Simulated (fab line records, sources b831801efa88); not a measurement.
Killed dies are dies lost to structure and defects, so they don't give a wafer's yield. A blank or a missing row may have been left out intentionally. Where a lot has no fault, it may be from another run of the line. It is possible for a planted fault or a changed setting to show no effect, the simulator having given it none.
fab line records    flow sky130
record lots=5  wafers=15  last-day=51
route steps=708 shown GATE_OXIDE@192 POLY_GATE@204 RES_PROTECT@206 PAD_OPEN@708
lots untouched by any fault: they come from a run of this same line in which no faults occurred
start-h: start of the lot's first displayed wafer, in hours after the record's first day    wait-h: hours since the lot's step before    " as in the row above    L1.1+2: a single row standing in for several wafers    - no value present, or no start provided    * or withheld: withheld    < > ~ a bound
route shown NAME@n: names a module that has steps shown in the file, with the first one's number in the route    usual: mean/standard deviation taken from wafers without a fault    same: alike in all rows    chamber/n: place in a boat    sites: each site's reading    _std_site: how widely they spread, as a standard deviation    _edge_site: mean of outer sites minus mean of inner sites    radius-mm: how far each site lies from the wafer's centre    mask NAME#n: copy n    behind: the most recent tool/chamber to have shaped the wafer    hold: why the lot was held/for how many hours/how that ended    device: which transistor (n, p or np) failed to switch    end of line: the tests these same wafers got at the end of their route    for a step that has no rows: nothing shown but its recipe    killed: dies lost to structure and defects at the first sort, not the wafer's yield    map: a wafer's dies, marking killed ones x, the rest . and places with no die _
set.NAME: the setting the step ran with; set.NAME@STEP: the setting that earlier step ran with    model.NAME: the simulator's own value behind a step, which no gauge read
lots at some steps of the route; a table a step, a row a wafer
services: when a tool's chamber went out of use (start-h, in hours from the record's first day, below 0 if earlier), for how many hours, and the reason
## steps
# step SKY_GATE_OXIDE_COAT_05
# recipe resist=NOVOLAK  spin-rpm=3000  resist-thk-nm=1140
# step SKY_GATE_OXIDE_SOFTBAKE_06
# recipe temp-c=90  time-s=60  resist=NOVOLAK
# step SKY_GATE_OXIDE_EXPOSE_07
# recipe mask-id=LVOM  na=0.6  source-shape=conventional  sigma-outer=0.6  polarization=unpolarized  target-cd-nm=600  dose-mj=170
# step SKY_GATE_OXIDE_PEB_08
# recipe temp-c=withheld  time-s=*  resist=NOVOLAK
# step SKY_GATE_OXIDE_DEVELOP_09
# recipe resist=NOVOLAK  developer=TMAH  develop-time-s=60  dev-temp-c=23.77
# step SKY_GATE_OXIDE_IMPLANT_11
# recipe species=B  energy-kev=10  dose-cm2=2.6e+12  tilt-deg=withheld
# step SKY_GATE_OXIDE_WET_ETCH_12
# recipe chemistry=dHF  target-depth-nm=16.8  dry=n2-spin  target=SiO2  dilution=100:1  temp-c=25  time-s=336
# step SKY_GATE_OXIDE_STRIP_13
# recipe chemistry=O2/N2  power-w=1400  pressure-mtorr=1500  platen-temp-c=withheld  o2-flow-sccm=3000  n2-flow-sccm=300  overash-fraction=0.5
# step SKY_GATE_OXIDE_CLEAN_15
# recipe chemistry=SC1/SC2  mix=1:4:20  temp-c=70  time-s=150  dry=n2-spin
# step SKY_GATE_OXIDE_OXIDATION_16
# recipe temp-c=800  ambient=O2  idle-temp-c=700  ramp-up-c-per-min=10  ramp-down-c-per-min=3  stabilise-s=600  purge-s=300  target-thk-a=35.7  ox-time-s=1915
# step SKY_POLY_GATE_CVD_00
# recipe material=poly-Si  target-thk-nm=180  temp-c=620  time-s=720  pressure-mtorr=200
# usual spike-tc-bottom-C=642.0/2  spike-tc-centre-C=620.5/0.94  spike-tc-lower-C=620.3/1.1  spike-tc-top-C=639.4/1.1  spike-tc-upper-C=621.0/1.6  susceptor-temp-C=620.03/0.29  zone-power-upper-pct=8.55/0.14
lot.wafer  tool      chamber  start-h  wait-h  spike-tc-bottom-C  spike-tc-centre-C  spike-tc-lower-C  spike-tc-top-C  spike-tc-upper-C  susceptor-temp-C  zone-power-upper-pct  model.poly-Si_of_POLY_GATE_CVD_00.thk-nm
L348.3     lpcvd-01  0        411.16   0.0     639.5              620.5              619.3             640.1           619.4             619.63            8.64                  180.7
L348.5     "         0        "        "       639.6              619.9              620.8             638.9           619.1             619.75            8.71                  179.8
L348.6     "         0        "        "       641.3              621.1              620.7             640.2           620.7             619.74            8.64                  178
L352.1     lpcvd-01  1        446.81   0.0     628.3              604.2              604.1             623.0           605.4             603.60            7.90                  119.2
L352.3     "         1        "        "       627.3              603.3              605.3             624.0           606.0             604.11            7.96                  117.1
L352.4     "         1        "        "       629.2              604.7              605.2             623.3           605.1             603.61            8.09                  116.6
L353.1     lpcvd-01  1        457.63   0.0     627.8              604.3              603.1             623.6           606.7             603.88            8.00                  117.5
L353.5     "         1        "        "       625.7              604.0              602.5             622.4           605.1             603.60            7.99                  117
L353.6     "         1        "        "       628.3              603.7              604.8             621.2           605.9             603.81            7.93                  118.2
L354.1     lpcvd-01  1        459.43   0.3     628.4              603.6              600.0             621.5           605.6             603.31            7.92                  122.2
L354.4     "         1        "        "       625.5              602.6              603.0             622.2           606.0             603.31            7.99                  122.8
L354.6     "         1        "        "       625.1              604.2              603.7             623.4           606.5             603.19            8.07                  121.8
L359.3     lpcvd-01  0        526.26   0.0     638.3              620.6              619.0             639.3           619.5             620.37            8.68                  180.9
L359.4     "         0        "        "       639.2              619.2              622.4             640.9           619.4             619.74            8.55                  181.7
L359.5     "         0        "        "       642.0              620.5              620.8             639.2           619.4             619.93            8.68                  182.1
# step SKY_POLY_GATE_THK_MEAS_01
# recipe reads=poly-Si_of_POLY_GATE_CVD_00
# usual POLY_GATE_CVD_00_THK=178.6/1.8
lot.wafer  tool           chamber  start-h  wait-h  POLY_GATE_CVD_00_THK[nm]
L348.3     film-metro-04  -        412.38   0.0     180.7
L348.5     "              -        "        "       179.7
L348.6     "              -        "        "       178.0
L352.1     film-metro-04  -        448.01   0.0     119.2
L352.3     "              -        "        "       117.1
L352.4     "              -        "        "       116.6
L353.1     film-metro-04  -        459.43   0.0     117.5
L353.5     "              -        "        "       117.0
L353.6     "              -        "        "       118.2
L354.1     film-metro-01  -        461.23   0.0     122.1
L354.4     "              -        "        "       122.8
L354.6     "              -        "        "       121.7
L359.3     film-metro-02  -        528.08   0.0     181.0
L359.4     "              -        "        "       181.6
L359.5     "              -        "        "       182.2
# step SKY_RES_PROTECT_DEHYDRATE_00
# recipe temp-c=200  time-s=60
# step SKY_RES_PROTECT_HMDS_01
# recipe prime-time-s=60  prime-temp-c=120
# step SKY_RES_PROTECT_COAT_02
# recipe resist=NOVOLAK  spin-rpm=3000  resist-thk-nm=1140
# step SKY_RES_PROTECT_SOFTBAKE_03
# recipe temp-c=90  time-s=60  resist=NOVOLAK
# step SKY_RES_PROTECT_EXPOSE_04
# recipe mask-id=RPM  na=0.6  source-shape=conventional  sigma-outer=0.6  polarization=unpolarized  target-cd-nm=1270  dose-mj=131
# step SKY_RES_PROTECT_PEB_05
# recipe temp-c=withheld  time-s=*  resist=NOVOLAK
# step SKY_RES_PROTECT_DEVELOP_06
# recipe resist=NOVOLAK  developer=TMAH  develop-time-s=60  dev-temp-c=23
# step SKY_POLY_GATE_IMPLANT_02
# recipe species=P  energy-kev=30  dose-cm2=7.7e+15  tilt-deg=0
# step SKY_RES_PROTECT_STRIP_07
# recipe chemistry=O2/N2  power-w=1400  pressure-mtorr=1500  platen-temp-c=withheld  o2-flow-sccm=3000  n2-flow-sccm=300  overash-fraction=0.5
# step SKY_RES_PROTECT_CLEAN_09
# recipe chemistry=SC1/SC2  mix=1:4:20  temp-c=70  time-s=150  dry=n2-spin
lot.wafer  tool          chamber  start-h  wait-h  model.poly-Si_of_POLY_GATE_CVD_00.thk-nm
L348.3     wet-bench-03  2        443.54   0.0     180.1
L348.5     "             2        "        "       179.1
L348.6     "             2        "        "       177.3
L352.1     wet-bench-03  0        479.18   0.1     118.6
L352.3     "             0        "        "       116.4
L352.4     "             0        "        "       115.9
L353.1     wet-bench-03  2        490.13   0.1     116.9
L353.5     "             2        "        "       116.4
L353.6     "             2        "        "       117.6
L354.1     wet-bench-04  3        492.39   0.1     121.6
L354.4     "             3        "        "       122.2
L354.6     "             3        "        "       121.1
L359.3     wet-bench-01  0        559.09   0.0     180.3
L359.4     "             0        "        "       181
L359.5     "             0        "        "       181.4
# step SKY_POLY_GATE_CVD_03
# recipe material=Si3N4  precursor=DCS/NH3  target-thk-nm=75  temp-c=770  time-s=1290  pressure-mtorr=250
# step SKY_POLY_GATE_DEHYDRATE_05
# recipe temp-c=200  time-s=60
# step SKY_POLY_GATE_HMDS_06
# recipe prime-time-s=60  prime-temp-c=120
# step SKY_POLY_GATE_COAT_07
# recipe resist=BARC  temp-c=withheld  time-s=withheld  spin-rpm=3000  resist-thk-nm=110
# step SKY_POLY_GATE_COAT_08
# recipe resist=KrF-thick  spin-rpm=3000  resist-thk-nm=450
# step SKY_POLY_GATE_SOFTBAKE_09
# recipe temp-c=100  time-s=90  resist=KrF-thick
# step SKY_POLY_GATE_EXPOSE_10
# recipe mask-id=P1M  na=0.68  source-shape=conventional  sigma-outer=0.6  target-cd-nm=150  dose-mj=28
# step SKY_POLY_GATE_PEB_11
# recipe peb-temp-c=withheld  peb-time-s=withheld  resist=KrF-thick
# step SKY_POLY_GATE_DEVELOP_12
# recipe develop-time-s=60  resist=KrF-thick  dev-temp-c=21
# step SKY_POLY_GATE_ETCH_15
# recipe chemistry=N2/H2  target=BARC  ion-energy-ev=200  source-w=485.1  bias-w=100  pressure-mtorr=30  n2-flow-sccm=100  h2-flow-sccm=200  stop-on=SiO2  time-s=118.5  target-depth-a=1100
# step SKY_POLY_GATE_ETCH_16
# recipe stop-on=poly-Si  chemistry=CH3F/O2  target=Si3N4  source-w=400  bias-w=80  pressure-mtorr=25  ch3f-flow-sccm=40  O2_flow_sccm=30  time-s=147.5  target-depth-a=750
# step SKY_POLY_GATE_ETCH_17
# recipe target-depth-nm=180  stop-on=SiO2  over-etch-frac=0.56667  chemistry=HBr/Cl2  target=poly-Si  icp-w=400  bias-w=100  pressure-mtorr=10  HBr_flow_sccm=150  Cl2_flow_sccm=50  time-s=70.5
# usual chamber-pressure-mTorr=9.999/0.0093  drypump-motor-current-A=6.0/0.39  oes-product-au=0.984/0.0072  throttle-valve-pct=33.685/0.0088
lot.wafer  tool       chamber  start-h  wait-h  chamber-pressure-mTorr  drypump-motor-current-A  oes-product-au  rf-hours-counter-h  throttle-valve-pct  model.POLY_GATE.feature-depth-nm  model.etch.depth-nm
L348.3     rie-si-01  0        476.85   0.0     10.002                  5.6                      0.982           3                   33.678              179.7                             179.7
L348.5     "          2        "        "       9.989                   5.8                      0.982           -                   33.674              178.8                             178.8
L348.6     "          1        "        "       9.993                   6.1                      0.976           -                   33.690              177.3                             177.3
L352.1     rie-si-02  2        511.80   0.0     10.006                  6.0                      0.761           2                   33.687              118.6                             118.6
L352.3     "          1        "        "       9.984                   6.7                      0.736           0                   33.697              116.4                             116.4
L352.4     "          0        "        "       10.006                  5.5                      0.747           2                   33.689              115.9                             115.9
L353.1     rie-si-02  0        523.10   0.0     9.997                   5.5                      0.746           2                   33.693              116.9                             116.9
L353.5     "          2        "        "       10.009                  6.0                      0.740           -                   33.692              116.4                             116.4
L353.6     "          1        "        "       10.002                  6.7                      0.747           -                   33.689              117.6                             117.6
L354.1     rie-si-02  2        526.65   0.0     10.001                  6.0                      0.768           2                   33.704              121.6                             121.6
L354.4     "          1        "        "       9.991                   6.7                      0.769           0                   33.696              122.2                             122.2
L354.6     "          0        "        "       10.000                  5.5                      0.758           -                   33.686              121.1                             121.1
L359.3     rie-si-02  0        617.05   0.0     10.001                  5.5                      0.998           2                   33.692              180.3                             180.3
L359.4     "          3        "        "       9.999                   6.0                      0.995           1                   33.683              181                               181
L359.5     "          0        "        "       10.000                  5.5                      1.003           -                   33.685              181.4                             181.4
# step SKY_POLY_GATE_STRIP_18
# recipe chemistry=O2/N2  power-w=1400  pressure-mtorr=1500  platen-temp-c=withheld  o2-flow-sccm=3000  n2-flow-sccm=300  overash-fraction=0.5
# step SKY_PAD_OPEN_PROBE_99
# usual killed_at_M0_to_M3=45/6.9  killed_at_M4_up=3.2/1.8  killed-at-contacts=25/5.3  killed-at-front-end=16/4.3  killed-at-other=0.2/0.52  killed-dies=88/8.7  killed-open=48/6.5  killed-short=40/6
# same gross-dies=492  killed-at-back-side=0
lot.wafer  tool       chamber  start-h  wait-h  killed_at_M0_to_M3  killed_at_M4_up  killed-at-contacts  killed-at-front-end  killed-at-other  killed-dies  killed-open  killed-short  model.etest.res-high-po.line-ohm-um  model.etest.res-poly.line-ohm-um  model.etest.tip-sonos.rs-ohm-sq  model.etest.res-high-po.rs-ohm-sq  model.etest.pfet_01v8.r-on-ohm-um  model.etest.res-poly.rs-ohm-sq  model.etest.cap-li-to-poly.c-af-um2  model.etest.licon-poly.rc-ohm
L348.3     prober-01  -        1151.84  0.2     52                  3                20                  19                   0                94           56           37            735.1                                508.7                             2622                             252.7                              2843                               47.34                           99.07                                150.9
L348.5     prober-01  -        1151.94  0.2     36                  0                20                  19                   0                75           43           31            738.4                                505.4                             2664                             255.6                              2875                               47.66                           98.61                                155.4
L348.6     prober-01  -        1151.99  0.2     39                  4                20                  17                   0                80           45           34            724.5                                521.2                             2651                             257                                2808                               47.75                           98.93                                146.5
L352.1     prober-02  -        1173.14  0.1     51                  3                20                  17                   1                92           48           44            1101                                 770.3                             2428                             383                                2890                               73.21                           83.82                                151.9
L352.3     prober-02  -        1173.24  0.2     47                  7                19                  11                   0                84           44           40            1103                                 783.4                             2420                             388                                2924                               74.32                           83.08                                158.3
L352.4     prober-02  -        1173.29  0.2     45                  6                25                  20                   2                98           51           47            1102                                 792.5                             2401                             391.4                              2932                               74.96                           84.32                                160.1
L353.1     prober-01  -        1176.54  0.1     42                  5                28                  13                   0                88           47           40            1114                                 773                               2578                             390.7                              3019                               74.8                            84.41                                156.9
L353.5     prober-01  -        1176.74  0.2     50                  1                20                  13                   0                84           42           42            1101                                 778.9                             2520                             384.7                              3082                               74.94                           88.02                                156.4
L353.6     prober-01  -        1176.79  0.2     47                  2                21                  16                   0                86           41           44            1114                                 777.8                             2554                             388.9                              2989                               74.47                           85.64                                164.6
L354.1     prober-02  -        1179.83  0.1     39                  2                24                  20                   1                86           47           39            1072                                 775.9                             2533                             378.3                              2908                               71.87                           82.76                                162.9
L354.4     prober-02  -        1179.98  0.2     46                  4                30                  17                   0                97           59           38            1099                                 785.9                             2556                             382.1                              2924                               73.09                           86.33                                157.2
L354.6     prober-02  -        1180.08  0.2     48                  2                25                  30                   0                105          60           45            1078                                 791.6                             2515                             373.1                              2938                               72.34                           84.94                                157.4
L359.3     prober-01  -        1225.84  0.2     51                  2                31                  8                    0                92           48           44            748.3                                515.6                             2691                             260.5                              2816                               48.19                           99.55                                149.6
L359.4     prober-01  -        1225.89  0.2     37                  2                26                  19                   0                84           42           42            746                                  501.8                             2720                             259.8                              2841                               47.07                           99.86                                149.3
L359.5     prober-01  -        1225.94  0.2     57                  2                18                  10                   0                87           44           41            739.6                                506.3                             2706                             257.2                              2763                               47.39                           98.29                                149.7
# killed by level:class
L348.3 VIA1:geometric-particle:open=11 VIA3:geometric-particle:open=10 VIA3:geometric-particle:short=8 CONTACT:geometric-particle:open=7 LI_CONTACT:geometric-particle:open=7 VIA2:geometric-particle:open=7 FIELD_ISO:geometric-particle:open=6 POLY_GATE:geometric-particle:short=6
L348.5 CONTACT:geometric-particle:open=8 VIA3:geometric-particle:short=7 CONTACT:geometric-particle:short=6 VIA1:geometric-particle:open=6 VIA2:geometric-particle:open=6 POLY_GATE:geometric-particle:open=5 SPACER:geometric-particle:open=5 VIA3:geometric-particle:open=5
L348.6 VIA3:geometric-particle:open=11 VIA1:geometric-particle:open=11 CONTACT:geometric-particle:open=7 VIA2:geometric-particle:open=6 POLY_GATE:geometric-particle:open=4 SPACER:geometric-particle:short=4 METAL2:geometric-particle:short=4 FIELD_ISO:geometric-particle:short=3
L352.1 VIA1:geometric-particle:short=11 VIA1:geometric-particle:open=9 CONTACT:geometric-particle:open=8 VIA2:geometric-particle:open=7 FIELD_ISO:geometric-particle:open=5 CONTACT:geometric-particle:short=5 VIA3:geometric-particle:open=5 FIELD_ISO:geometric-particle:short=4
L352.3 VIA1:geometric-particle:open=10 METAL2:geometric-particle:short=9 LI_CONTACT:geometric-particle:open=8 FIELD_ISO:geometric-particle:open=6 CONTACT:geometric-particle:open=6 METAL1:geometric-particle:short=6 VIA1:geometric-particle:short=5 METAL4:geometric-particle:short=5
L352.4 VIA1:geometric-particle:short=8 VIA3:geometric-particle:open=8 LI_CONTACT:geometric-particle:open=8 FIELD_ISO:geometric-particle:open=7 CONTACT:geometric-particle:open=7 VIA1:geometric-particle:open=7 METAL2:geometric-particle:short=6 LOCAL_INTERCONNECT:geometric-particle:short=5
L353.1 CONTACT:geometric-particle:open=13 VIA1:geometric-particle:open=11 LOCAL_INTERCONNECT:geometric-particle:short=9 METAL1:geometric-particle:short=7 VIA1:geometric-particle:short=6 VIA2:geometric-particle:open=4 VIA3:geometric-particle:open=4 FIELD_ISO:geometric-particle:short=3
L353.5 VIA1:geometric-particle:open=9 VIA2:geometric-particle:open=9 LOCAL_INTERCONNECT:geometric-particle:short=6 METAL2:geometric-particle:short=5 LI_CONTACT:geometric-particle:open=5 VIA2:geometric-particle:short=5 VIA3:geometric-particle:open=5 METAL1:geometric-particle:short=4
L353.6 VIA1:geometric-particle:open=14 CONTACT:geometric-particle:short=11 VIA2:geometric-particle:short=6 POLY_GATE:geometric-particle:open=5 VIA1:geometric-particle:short=5 VIA2:geometric-particle:open=5 CONTACT:geometric-particle:open=4 METAL1:geometric-particle:short=4
L354.1 LI_CONTACT:geometric-particle:open=9 POLY_GATE:geometric-particle:short=7 CONTACT:geometric-particle:open=7 VIA1:geometric-particle:open=7 POLY_GATE:geometric-particle:open=6 VIA3:geometric-particle:short=6 LOCAL_INTERCONNECT:geometric-particle:short=5 VIA1:geometric-particle:short=5
L354.4 VIA1:geometric-particle:open=13 CONTACT:geometric-particle:open=11 LI_CONTACT:geometric-particle:open=9 VIA2:geometric-particle:open=9 POLY_GATE:geometric-particle:short=6 POLY_GATE:geometric-particle:open=6 METAL2:geometric-particle:short=5 CONTACT:geometric-particle:short=5
L354.6 CONTACT:geometric-particle:open=11 VIA1:geometric-particle:open=10 POLY_GATE:geometric-particle:open=9 POLY_GATE:geometric-particle:short=9 VIA3:geometric-particle:open=9 LI_CONTACT:geometric-particle:open=7 VIA1:geometric-particle:short=6 METAL2:geometric-particle:short=6
L359.3 CONTACT:geometric-particle:open=12 VIA2:geometric-particle:open=10 VIA1:geometric-particle:open=9 VIA2:geometric-particle:short=7 CONTACT:geometric-particle:short=7 LOCAL_INTERCONNECT:geometric-particle:short=6 METAL1:geometric-particle:short=6 LI_CONTACT:geometric-particle:open=5
L359.4 LI_CONTACT:geometric-particle:open=7 VIA2:geometric-particle:open=7 VIA1:geometric-particle:open=7 FIELD_ISO:geometric-particle:short=5 LOCAL_INTERCONNECT:geometric-particle:short=5 CONTACT:geometric-particle:open=5 CONTACT:geometric-particle:short=5 VIA2:geometric-particle:short=5
L359.5 VIA1:geometric-particle:open=20 VIA1:geometric-particle:short=11 METAL2:geometric-particle:short=6 VIA2:geometric-particle:open=5 CONTACT:geometric-particle:open=5 LI_CONTACT:geometric-particle:open=4 LOCAL_INTERCONNECT:geometric-particle:short=4 CONTACT:geometric-particle:short=4
## services
tool       chamber  start-h  hours  kind
rie-si-02  3        473.38   4.5    repair
rie-si-01  3        482.90   68.0   repair
rie-si-02  1        484.41   2.9    repair
rie-si-02  1        487.61   -      clean
rie-si-02  1        487.61   21.3   scheduled-down
rie-si-02  1        487.61   21.3   vent-cycle
rie-si-01  1        500.06   3.6    repair
rie-si-01  -        516.37   10.9   repair
rie-si-02  -        575.62   30.2   repair
rie-si-01  3        589.14   -      clean
rie-si-01  3        589.14   27.1   scheduled-down
rie-si-01  3        589.14   27.1   vent-cycle
## key
first-sign step=SKY_POLY_GATE_CVD_00  reading=susceptor-temp-C  direction=down  sigmas=58  usual=*  struck=*
effect step=SKY_POLY_GATE_CVD_00  reading=spike-tc-centre-C  direction=down  sigmas=18  usual=620.5  struck=603.8
effect step=SKY_POLY_GATE_THK_MEAS_01  reading=POLY_GATE_CVD_00_THK  direction=down  sigmas=33  usual=178.6  struck=119.1
effect step=SKY_POLY_GATE_ETCH_17  reading=oes-product-au  direction=down  sigmas=32  usual=0.984  struck=0.752
model-effect step=SKY_POLY_GATE_CVD_00  value=poly-Si_of_POLY_GATE_CVD_00.thk-nm  without=177.2  struck=119.2
model-effect step=SKY_RES_PROTECT_CLEAN_09  value=poly-Si_of_POLY_GATE_CVD_00.thk-nm  without=176.6  struck=118.5
model-effect step=SKY_POLY_GATE_ETCH_17  value=POLY_GATE.feature-depth-nm  without=176.6  struck=118.5
model-effect step=SKY_PAD_OPEN_PROBE_99  value=etest.res-high-po.line-ohm-um  without=758.1  struck=1098
met-at SKY_POLY_GATE_CVD_00
struck-wafers L352.1,L352.3,L352.4,L353.1,L353.5,L353.6,L354.1,L354.4,L354.6
tester-left-out L352,L353,L354
onset-between 411.16 446.81
fault kind=process-parameter-drift  tool=lpcvd-01  chamber=-  onset-h=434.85  steps=SKY_POLY_GATE_CVD_00  channel=temp-c  offset=*  shape=step  end-h=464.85  stated=*
# tester-left-out: of these lots the tester's yield and bins aren't shown, on N5 and GAA mostly nor the transistor test; their killed dies are dies lost to structure and defects alone, not to doping, threshold or leakage, so they don't give the yield
